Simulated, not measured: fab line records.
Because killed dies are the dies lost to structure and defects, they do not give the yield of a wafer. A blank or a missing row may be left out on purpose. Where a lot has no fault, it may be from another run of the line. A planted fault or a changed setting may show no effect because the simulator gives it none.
Matching of chambers    flow sky130    rie_diel-04 running SKY_VIA3_ETCH_14: 4 sister chambers
The step etches BARC in N2/H2, stops on SiO2, time 45.9 s, target depth 60 nm. 20 wafers are shown with their chamber, then 10 later ones without.

## WAFERS WITH THEIR CHAMBER
wafer   chamber  drypump_motor_current_A (A)  throttle_valve_pct (%)  oes_product_au (a.u.)
L079.2  2        5.0                          13.218                  0.867
L079.5  2        5.0                          13.214                  0.852
L079.6  3        5.9                          13.225                  0.861
L080.1  3        5.9                          13.226                  0.856
L080.3  0        4.8                          13.219                  0.858
L080.4  1        5.5                          13.233                  0.848
L086.1  3        5.9                          13.219                  0.855
L086.2  0        4.9                          13.213                  0.850
L086.3  2        5.0                          13.225                  0.864
L086.4  1        5.4                          13.243                  0.858
L086.5  0        4.8                          13.230                  0.868
L086.6  1        5.4                          13.232                  0.856
L085.4  1        5.4                          13.213                  0.845
L085.5  3        5.9                          13.234                  0.858
L085.6  2        5.0                          13.202                  0.854
L092.3  0        4.9                          13.224                  0.860
L092.4  2        5.0                          13.222                  0.857
L092.5  3        5.9                          13.223                  0.851
L090.1  2        5.0                          13.226                  0.860
L090.5  2        5.0                          13.229                  0.851

SIGNATURES (averages over the wafers above)
reading                  chamber 0  chamber 1  chamber 2  chamber 3  scatter within a chamber
drypump_motor_current_A  4.850      5.425      5.000      5.900      0.0331
throttle_valve_pct       13.22150   13.23025   13.21943   13.22540   0.00886
oes_product_au           0.85900    0.85175    0.85786    0.85620    0.00591
Rule: a wafer's distance from a chamber is the root of the sum, over the readings, of the square of ((its reading less the chamber's mean) divided by the reading's scatter). The wafer belongs to the nearest chamber; if the next one is less than 2 further off, it can't be placed. The scatter: the root of (the sum of the squares of (reading less its chamber's mean) over the shown wafers, divided by (wafers less chambers)).

## WAFERS WHOSE CHAMBER IS MISSING
wafer   drypump_motor_current_A (A)  throttle_valve_pct (%)  oes_product_au (a.u.)
L090.6  5.9                          13.228                  0.859
L094.1  5.9                          13.228                  0.847
L094.4  4.8                          13.229                  0.855
L094.5  4.8                          13.218                  0.861
L096.1  5.4                          13.234                  0.851
L096.2  4.8                          13.242                  0.860
L096.3  5.9                          13.212                  0.857
L096.4  5.0                          13.225                  0.855
L096.5  4.8                          13.214                  0.856
L096.6  5.9                          13.231                  0.858

## EACH ONE'S CHAMBER
wafer   from the rows above  in truth
L090.6  3                    3
L094.1  3                    3
L094.4  0                    0
L094.5  0                    0
L096.1  1                    1
L096.2  0                    0
L096.3  3                    3
L096.4  2                    2
L096.5  0                    0
L096.6  3                    3
10 of 10 placed correctly. From these rows, 0 cannot be placed. Number placed wrongly: 0.
